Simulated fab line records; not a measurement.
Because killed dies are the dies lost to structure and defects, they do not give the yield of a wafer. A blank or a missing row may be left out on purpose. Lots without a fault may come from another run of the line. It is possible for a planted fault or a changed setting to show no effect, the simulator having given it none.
A lot that was struck, set against a sound lot | flow sky130 | 35 out of 708 route steps
Sound: the wafers L396.2, L396.5, L396.6. The struck wafers were L395.2, L395.3, L395.6. Last of all comes the cause.
Each step with rows lists, per side, the tool, then ch with its chambers, then its first start. Under that, the readings that differ: sound wafers | struck wafers | difference of the means | sigmas: that difference in standard deviations of wafers without a fault.
alike: words and numbers the same on both sides, and readings whose means are apart by under 2 such deviations; not compared: readings that were withheld, readings missing a value for some wafer, numbers with overlapping values and no deviation given by the record, and bounds like >300 which may hide the same value.
The two part at a step that has a row with sigmas, a row that says differs or no value, or rows on one side only. Numbers that don't overlap but have no deviation are shown without sigmas and don't part them. A reading that every wafer of one side lacks parts them only if that side has two wafers or more.

first, 6 steps without rows for these wafers: SKY_METAL5_HMDS_08 (prime time 60 s); SKY_METAL5_COAT_09 (resist thk 1800 nm); SKY_METAL5_SOFTBAKE_10 (time 60 s); SKY_METAL5_EXPOSE_11 (exposes mask MM5, target cd 1600 nm); SKY_METAL5_PEB_12; SKY_METAL5_DEVELOP_13 (develop time 60 s).
SKY_METAL5_DESCUM_14: chemistry O2, time 11 s.
  sound on rie metal-02 ch 0,1, day 46 09:31; struck on rie metal-01 ch 0,1, day 46 11:25
  alike: drypump motor current A, oes product au
  not compared: rf hours counter h
SKY_METAL5_METAL_ETCH_15: etches the open film in Cl2/BCl3, stops on SiO2, target depth 1260 nm, time 252 s.
  sound on rie metal-02 ch 0,1, day 46 09:32; struck on rie metal-01 ch 0,1, day 46 11:26
  alike: drypump motor current A, oes product au, throttle valve pct
  not compared: rf hours counter h
SKY_METAL5_STRIP_16: strips in O2/N2.
  sound on plasma asher-02 ch 0,1, day 46 09:47; struck on plasma asher-02 ch 0,1, day 46 11:41
  reading                      | sound             | struck            | difference | sigmas
  strip time to endpoint s (s) | 13.06 13.09 13.00 | 12.79 12.78 12.78 | -0.27      | -2
  alike: drypump motor current A, n2 flow sccm, oes product au
  not compared: rf hours counter h
then, 3 steps without rows for these wafers: SKY_METAL5_STRIP_17 (strips in post etch residue remover, time 1200 s); SKY_METAL5_CLEAN_18 (cleans in IPA, time 180 s); SKY_METAL5_CLEAN_19 (cleans in O3/DIW).
SKY_PASSIVATION_CVD_00: deposits SiO2, target thk 90 nm.
  sound on pecvd-02 ch 1,2, day 46 10:22; struck on pecvd-04 ch 1,2, day 46 12:16
  reading                                      | sound             | struck            | difference | sigmas
  model.SiO2_of_PASSIVATION_CVD_00.thk nm (nm) | 87.47 89.96 89.24 | 65.43 66.15 67.17 | -22.64     |
  alike: heater power w
SKY_PASSIVATION_THK_MEAS_01:
  sound: film metro-01 at day 46 10:24; struck: film metro-01 at day 46 12:18
  reading                     | sound          | struck         | difference | sigmas
  PASSIVATION_CVD_00_THK (nm) | 87.5 90.1 89.2 | 65.5 66.1 67.2 | -22.7      | -21
SKY_PASSIVATION_CVD_02: deposits Si3N4, target thk 540 nm.
  sound on pecvd-01 ch 1,2, day 46 10:27; struck on pecvd-02 ch 0,1,2, day 46 12:21
  alike: heater power w
SKY_PASSIVATION_THK_MEAS_03:
  sound: film metro-02 at day 46 10:41; struck: film metro-02 at day 46 12:35
  alike: PASSIVATION_CVD_02_THK
then, 7 steps without rows for these wafers: SKY_PASSIVATION_DEHYDRATE_04 (time 60 s); SKY_PASSIVATION_HMDS_05 (prime time 60 s); SKY_PASSIVATION_COAT_06 (resist thk 3000 nm); SKY_PASSIVATION_SOFTBAKE_07; SKY_PASSIVATION_EXPOSE_08 (exposes mask NSM, target cd 3000 nm); SKY_PASSIVATION_PEB_09; SKY_PASSIVATION_DEVELOP_10 (develop time 60 s).
SKY_PASSIVATION_ETCH_11: etches the open film in CF4/O2, stops on AlCu, target depth 725 nm, time 161.1 s.
  sound on rie diel-04 ch 0,1, day 47 06:25; struck on rie diel-01 ch 0,1,3, day 47 08:46
  reading                                 | sound             | struck            | difference | sigmas
  oes product au (a.u.)                   | 0.984 0.978 0.989 | 0.960 0.955 0.959 | -0.026     | -3
  model.PASSIVATION.feature depth nm (nm) | 702.5 710.9 714.2 | 680 673.4 673.5   | -34        |
  model.etch.depth nm (nm)                | 702.5 710.9 714.2 | 680 673.4 673.5   | -34        |
  alike: cf4 flow sccm, drypump motor current A, throttle valve pct
  not compared: rf hours counter h
SKY_PASSIVATION_STRIP_12: strips in O2/N2.
  sound on plasma asher-02 ch 0,1, day 47 06:31; struck on plasma asher-01 ch 1, day 47 08:53
  reading                      | sound             | struck            | difference | sigmas
  strip time to endpoint s (s) | 31.21 31.21 31.21 | 31.46 31.48 31.53 | +0.28      | +2
  alike: drypump motor current A, n2 flow sccm, oes product au
  not compared: rf hours counter h
then, 7 steps without rows for these wafers: SKY_PAD_OPEN_DEHYDRATE_00 (time 60 s); SKY_PAD_OPEN_HMDS_01 (prime time 60 s); SKY_PAD_OPEN_COAT_02 (resist thk 3000 nm); SKY_PAD_OPEN_SOFTBAKE_03; SKY_PAD_OPEN_EXPOSE_04 (exposes mask PDM, target cd 60000 nm); SKY_PAD_OPEN_PEB_05; SKY_PAD_OPEN_DEVELOP_06 (develop time 60 s).
SKY_PAD_OPEN_ETCH_07: etches the open film in CF4/O2, stops on AlCu, target depth 725 nm, time 161.1 s.
  sound on rie diel-02 ch 0,2,3, day 48 01:54; struck on rie diel-02 ch 0,2,3, day 48 03:52
  reading                              | sound             | struck            | difference | sigmas
  oes product au (a.u.)                | 0.981 0.970 0.989 | 0.965 0.950 0.946 | -0.026     | -4
  model.PAD_OPEN.feature depth nm (nm) | 702.5 710.9 714.2 | 680 673.4 673.5   | -34        |
  model.etch.depth nm (nm)             | 702.5 710.9 714.2 | 680 673.4 673.5   | -34        |
  alike: cf4 flow sccm, drypump motor current A, throttle valve pct
  not compared: rf hours counter h
then, 2 steps without rows for these wafers: SKY_PAD_OPEN_STRIP_08 (strips in O2/N2); SKY_PAD_OPEN_PROBE_99.

## WHERE THEY PART
Earliest at SKY_METAL5_STRIP_16; latest, in this record, at SKY_PAD_OPEN_ETCH_07.

WHY: the cause the simulator had injected
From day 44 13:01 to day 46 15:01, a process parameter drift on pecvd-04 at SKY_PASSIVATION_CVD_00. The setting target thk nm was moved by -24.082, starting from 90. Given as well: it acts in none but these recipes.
